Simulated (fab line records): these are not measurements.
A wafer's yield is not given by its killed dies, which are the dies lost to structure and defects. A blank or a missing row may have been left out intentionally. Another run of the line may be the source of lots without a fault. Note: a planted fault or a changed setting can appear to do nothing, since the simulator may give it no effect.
A single fault, viewed from 2 desks | flow gf180mcu | each desk has only its own numbers; what lay behind them comes last

## THE METROLOGY DESK
Lot by lot, what the gauges showed, no matter which tool ran the lot: averages of those sampled wafers that carry a number. The brackets show how far a lot's mean lies from the usual mean; more than 4 standard deviations puts the lot out of limits, marked OUT.
Columns: A = V4_CVD_02_THK at GF_V4_THK_MEAS_03, usual 850 nm; B = cd_nm at GF_TOP_METAL_CD_MEAS_14, usual 439.8 nm
lot  | first seen here | A   | B
L922 | day 23 17:51    | 863 | 442.1
L923 | day 24 06:47    | 855 | 440.3
L924 | day 24 13:22    | 854 | 438.0
L925 | day 25 04:14    | 868 | 440.1
L926 | day 25 10:33    | 833 | 439.8
L927 | day 25 23:29    | 868 | 439.4
L928 | day 26 07:41    | 853 | 440.5
L929 | day 27 01:02    | 837 | 442.6
L935 | day 28 06:53    | 850 | 364.8 (-37) OUT
L936 | day 28 14:23    | 834 | 381.0 (-29) OUT
L944 | day 30 19:04    | 845 | 441.1
L945 | day 31 01:05    | 849 | 439.1
This desk finds L935, L936 out of limits, L935 being first, at day 32 09:39 (cd_nm at GF_TOP_METAL_CD_MEAS_14). L922, L923, L924, L925, L926, L927, L928, L929, L944, L945: within limits.

## TOOL OWNER'S DESK, iline_stepper-02
The tool's own readings at GF_TOP_METAL_EXPOSE_11 (exposes mask MetalTop, target cd 440 nm): means of the sampled wafers that have a number, for each lot that ran on this tool. The brackets show how far a lot's mean lies from the usual mean; more than 4 standard deviations puts the lot out of limits, marked OUT.
Columns: A = reticle_temp_C at GF_TOP_METAL_EXPOSE_11, usual 22.98 C
lot  | first seen here | A
L923 | day 28 12:14    | 22.80
L925 | day 29 06:41    | 22.93
L926 | day 29 13:04    | 22.99
L935 | day 32 00:43    | 23.05
L936 | day 32 07:34    | 22.94
Finding of this desk: none of the 5 lots has anything out of limits.

## BROUGHT TOGETHER
On L935, L936, the metrology desk was in a position to raise an alarm at day 32 09:39.
Nothing out of limits was seen by the tool owner's desk.
The tool owner's desk has L935, L936 on record, within its limits.
All the named lots went through GF_TOP_METAL_EXPOSE_11 on iline_stepper-02.

## WHAT THE SIMULATOR HAD INSERTED
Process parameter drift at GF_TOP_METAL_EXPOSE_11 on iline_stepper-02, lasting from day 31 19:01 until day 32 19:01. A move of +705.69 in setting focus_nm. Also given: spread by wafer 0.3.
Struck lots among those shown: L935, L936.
Hours from the fault's start to each desk's first reading out of limits: the metrology desk, 15.
